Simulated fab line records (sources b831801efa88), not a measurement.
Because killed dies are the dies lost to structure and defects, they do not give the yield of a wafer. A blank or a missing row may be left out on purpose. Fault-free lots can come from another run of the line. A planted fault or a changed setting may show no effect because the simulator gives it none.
Problem report, 8D (eight disciplines) form, completed by code / flow gf180mcu / the parts of the form that need people (team, actions taken, sign-off) are left out

== 1. PROBLEM STATEMENT ==
Mean V3_W_RS at GF_V3_RS_MEAS_24: 0.291 ohm/sq over 6 wafers in 2 lots; fault-free wafers: 0.327 ohm/sq, standard deviation 0.0035. That is -10 standard deviations from the usual mean.
The step: measures by four-point-probe.
Seen first at day 25 21:30 on film metro-04, wafer L893.4. At this step, 33 wafers from 11 lots have a number in the record. Rule for "out" (also "out of limits"): further than 4 standard deviations from the usual mean. The rest of the wafers with a number are treated as sound.

== 2. WHAT IT IS, AND WHAT IT ISN'T ==
question=which readings at this step | is=V3_W_RS | is not=-
question=which lots | is=L893, L894 | is not=L884, L885, L887, L890, L895, L903, L904, L906, L907
question=which wafers of those lots | is=all that have a number | is not=-
question=read on which gauges | is=film metro-04 | is not=film metro-02, film metro-03
question=when | is=from day 25 21:30 | is not=up to then (12 sound wafers); but 15 sound wafers of L895, L903, L904, L906, L907 came after

== 3. SUSPECTS, AND WHAT RULES EACH OUT ==
Counting: a tool at a process step up to the reading stays a suspect if it ran every lot that is out and no sound lot after the first of them.
- the gauge at GF_V3_RS_MEAS_24: ruled out. All the wafers that are out were read on film metro-04, but those of them that GF_V3_CVD_23 has rows for are out there too, on other tools.
- cvd w-01 at GF_V3_CVD_23 (deposits W, target thk 350 nm, time 104.9 s): ruled out as a lasting fault. The sound lots L903, L904, L906 went through it after L893, its earliest lot that is out (day 25 21:22).
Left after counting: nothing in the record.

== 4. THE CAUSE (what the simulator had put in) ==
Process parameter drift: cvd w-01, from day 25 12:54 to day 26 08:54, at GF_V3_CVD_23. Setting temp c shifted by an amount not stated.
The count ruled it out by mistake, since the rule takes a fault to strike every lot its tool runs from the start of the fault on, and this one did not do so.

== 5. SEQUENCE OF EFFECTS, ordered by route ==
One row per reading whose mean, taken over the struck wafers that have a number, lies over 3 standard deviations from the usual. Scope: only readings with a usual standard deviation given in the record; hours: median across lots of the time from each lot's start at the first step in this table that gives one to its start at this step; sigmas: change in usual standard deviations.
hours=0; step=GF_V3_CVD_23; reading=susceptor temp C; usual=400.05 C; on struck wafers=406.57; change=+6.52; sigmas=+31
hours=0; step=GF_V3_RS_MEAS_24; reading=V3_W_RS; usual=0.327 ohm/sq; on struck wafers=0.291; change=-0.036; sigmas=-10
hours=0; step=GF_V3_THK_MEAS_25; reading=V3_W_THK; usual=348 nm; on struck wafers=390; change=+42; sigmas=+5.8
hours=0; step=GF_V3_CMP_26; reading=time to endpoint s; usual=84 s; on struck wafers=99; change=+15; sigmas=+4.1
The process steps in it:
- GF_V3_CVD_23: deposits W, target thk 350 nm, time 104.9 s.
- GF_V3_CMP_26: polishes, stops on SiO2, t overpolish 15 s, target thk 0 nm.

== 6. HOW IT WOULD HAVE BEEN CAUGHT EARLIER ==
The first out-of-limits reading at a measuring or inspecting step in this record came at day 25 21:30, 9 hours after the fault's start at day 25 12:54.
At GF_V3_CVD_23, the tool's own readings (susceptor temp C) were out on each struck wafer the step has a row for, so an alarm limit on them would have fired on the first such wafer.
